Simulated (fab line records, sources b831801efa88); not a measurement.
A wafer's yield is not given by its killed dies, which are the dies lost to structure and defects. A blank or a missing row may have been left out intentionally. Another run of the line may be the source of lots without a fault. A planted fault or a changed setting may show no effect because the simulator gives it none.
Matching of chambers | flow gf180mcu | 4 sister chambers for GF_V4_CMP_04 on cmp-01
The step polishes SiO2. 4 wafers are shown with their chamber, then 7 later ones without.

WAFERS PAIRED WITH THEIR CHAMBERS
wafer  | chamber | motor_current_A (A)
L809.1 | 0       | 11.3
L809.4 | 3       | 12.8
L811.1 | 1       | 12.1
L811.4 | 2       | 11.1

WAFERS MISSING THEIR CHAMBER
wafer  | motor_current_A (A)
L811.6 | 11.0
L812.2 | 12.1
L812.4 | 12.8
L812.5 | 10.5
L813.2 | 11.5
L813.4 | 10.9
L813.5 | 11.9

CHAMBER TAKEN BY EACH
wafer  | from the rows above          | in truth
L811.6 | can't be placed: 2 or 0      | 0
L812.2 | 1                            | 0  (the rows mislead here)
L812.4 | 3                            | 3
L812.5 | can't be placed: 2 or 0      | 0
L813.2 | can't be placed: 0 or 2 or 1 | 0
L813.4 | can't be placed: 2 or 0      | 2
L813.5 | can't be placed: 1 or 0      | 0
Correct placement for 1 of the 7. Cannot be placed on the basis of these rows: 5; the candidates contain the true chamber in 5. Number placed wrongly: 1.
How it was worked out, from the rows above alone: a wafer's distance from a chamber is the root of the sum, over the readings, of the square of ((its reading less the chamber's mean) divided by the reading's scatter). If the next closest chamber is less than 2 further off than the closest, the wafer can't be placed; otherwise it belongs to the closest. Each chamber's mean is taken over the wafers shown for it. The scatter: root of mean squared gap, hidden wafer to nearest shown wafer, with one shown wafer a chamber.
